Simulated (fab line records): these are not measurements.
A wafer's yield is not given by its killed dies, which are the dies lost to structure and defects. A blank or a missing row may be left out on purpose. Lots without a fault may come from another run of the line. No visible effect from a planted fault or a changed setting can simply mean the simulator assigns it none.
Chamber matching + flow gf180mcu + rie-si-01 running GF_POLY_GATE_ETCH_13: 4 sister chambers
The step etches poly-Si in HBr/Cl2, stops on SiO2, target depth 198.5 nm, time 69.6 s. 20 wafers are shown with their chamber, then 10 later ones without.

== WAFERS PAIRED WITH THEIR CHAMBERS ==
| wafer  | chamber | drypump-motor-current-A (A) | oes-product-au (a.u.) | throttle-valve-pct (%) |
|--------|---------|-----------------------------|-----------------------|------------------------|
| L487.2 | 1       | 5.5                         | 0.977                 | 33.692                 |
| L487.3 | 0       | 6.3                         | 0.997                 | 33.680                 |
| L487.5 | 2       | 5.6                         | 1.001                 | 33.707                 |
| L489.3 | 0       | 6.4                         | 0.998                 | 33.688                 |
| L489.4 | 1       | 5.5                         | 0.988                 | 33.676                 |
| L489.6 | 2       | 5.6                         | 1.003                 | 33.669                 |
| L490.2 | 2       | 5.6                         | 0.997                 | 33.681                 |
| L490.4 | 1       | 5.5                         | 0.977                 | 33.671                 |
| L490.5 | 0       | 6.4                         | 0.997                 | 33.686                 |
| L492.1 | 2       | 5.6                         | 1.015                 | 33.682                 |
| L492.2 | 0       | 6.4                         | 0.994                 | 33.686                 |
| L492.3 | 1       | 5.5                         | 0.988                 | 33.694                 |
| L498.1 | 1       | 5.5                         | 1.002                 | 33.681                 |
| L498.2 | 2       | 5.7                         | 1.005                 | 33.699                 |
| L498.6 | 0       | 6.4                         | 1.001                 | 33.677                 |
| L501.1 | 1       | 5.5                         | 0.983                 | 33.675                 |
| L501.3 | 3       | 5.3                         | 0.986                 | 33.664                 |
| L501.4 | 0       | 6.4                         | 0.986                 | 33.698                 |
| L502.1 | 1       | 5.5                         | 0.989                 | 33.686                 |
| L502.3 | 2       | 5.6                         | 0.997                 | 33.674                 |

SIGNATURES, as means of the wafers listed above
| reading                 | chamber 0 | chamber 1 | chamber 2 | chamber 3 | scatter within a chamber |
|-------------------------|-----------|-----------|-----------|-----------|--------------------------|
| drypump-motor-current-A | 6.383     | 5.500     | 5.617     | 5.300     | 0.0323                   |
| oes-product-au          | 0.99550   | 0.98629   | 1.00300   | 0.98600   | 0.00708                  |
| throttle-valve-pct      | 33.68583  | 33.68214  | 33.68533  | 33.66400  | 0.0106                   |
Rule: a wafer lies at a distance from a chamber equal to the root of the sum of squares, over the readings, of (its reading less the chamber's mean, divided by the reading's scatter). If the next closest chamber is less than 2 further off than the closest, the wafer can't be placed; otherwise it belongs to the closest. The scatter: take each reading less its chamber's mean, square it, sum over the shown wafers, divide by the number of wafers less the number of chambers, and take the root.

== WAFERS WHOSE CHAMBER IS MISSING ==
| wafer  | drypump-motor-current-A (A) | oes-product-au (a.u.) | throttle-valve-pct (%) |
|--------|-----------------------------|-----------------------|------------------------|
| L502.4 | 5.3                         | 0.997                 | 33.682                 |
| L508.1 | 5.6                         | 0.997                 | 33.671                 |
| L508.3 | 5.5                         | 0.982                 | 33.679                 |
| L508.6 | 6.4                         | 0.999                 | 33.682                 |
| L509.2 | 5.6                         | 0.993                 | 33.658                 |
| L509.3 | 6.4                         | 0.995                 | 33.683                 |
| L509.4 | 6.4                         | 1.004                 | 33.687                 |
| L510.1 | 5.6                         | 0.991                 | 33.685                 |
| L510.4 | 5.6                         | 0.990                 | 33.686                 |
| L510.6 | 5.5                         | 0.977                 | 33.690                 |

== EACH ONE'S CHAMBER ==
| wafer  | from the rows above     | in truth |
|--------|-------------------------|----------|
| L502.4 | 3                       | 3        |
| L508.1 | can't be placed: 2 or 1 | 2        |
| L508.3 | 1                       | 1        |
| L508.6 | 0                       | 0        |
| L509.2 | can't be placed: 2 or 1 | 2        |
| L509.3 | 0                       | 0        |
| L509.4 | 0                       | 0        |
| L510.1 | can't be placed: 2 or 1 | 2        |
| L510.4 | can't be placed: 2 or 1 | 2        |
| L510.6 | 1                       | 1        |
Placed correctly: 6 of 10. Cannot be placed on the basis of these rows: 4; the candidates contain the true chamber in 4. Wrongly placed: 0.
